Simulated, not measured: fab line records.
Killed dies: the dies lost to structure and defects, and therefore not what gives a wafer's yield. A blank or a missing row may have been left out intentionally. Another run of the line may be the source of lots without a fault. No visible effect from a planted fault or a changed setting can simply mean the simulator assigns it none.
2 desks, one fault ; flow sky130 ; what lay behind the numbers comes last; until then each desk has only its own

## DESK OF THE TOOL OWNER: litho_track-01
The tool's own readings at SKY_METAL4_COAT_07 (resist thk 60 nm): means of the sampled wafers that have a number, for each lot that ran on this tool. Any lot whose mean is over 4 standard deviations away from the usual mean is out of limits and marked OUT; that distance is given in the brackets.
Columns: A = spin_speed_rpm at SKY_METAL4_COAT_07, usual 3000.1 rpm
lot;first seen here;A
L431;day 42 13:49;3002.2
L432;day 42 21:46;2997.1
L445;day 46 16:28;2999.0
Result from this desk: across the 3 lots, nothing is out of limits.

## THE METROLOGY DESK
What the gauges read for every lot (on any tool): the sampled wafers with a number, averaged. Any lot whose mean is over 4 standard deviations away from the usual mean is out of limits and marked OUT; that distance is given in the brackets.
Columns: A = CAP2M_OVL at SKY_CAP2M_OVL_MEAS_12, usual 0.1 nm; B = cd_nm at SKY_METAL4_CD_MEAS_13, usual 299.9 nm; C = METAL4_OVL at SKY_METAL4_OVL_MEAS_14, usual 3 nm
lot;first seen here;A;B;C
L427;day 41 05:58;-0.2;301.3;-1
L431;day 42 02:10;1.1;300.0;5
L432;day 42 11:24;1.0;300.3;-5
L434;day 43 02:03;-1.6;300.2;3
L444;day 46 04:11;-1.2;298.4;-2
L445;day 46 06:30;-0.4;298.6;-4
Result from this desk: across the 6 lots, nothing is out of limits.

## PUT TOGETHER
The tool owner's desk saw nothing out of limits.
At the metrology desk, nothing out of limits was observed.

## WHAT THE SIMULATOR HAD PUT IN
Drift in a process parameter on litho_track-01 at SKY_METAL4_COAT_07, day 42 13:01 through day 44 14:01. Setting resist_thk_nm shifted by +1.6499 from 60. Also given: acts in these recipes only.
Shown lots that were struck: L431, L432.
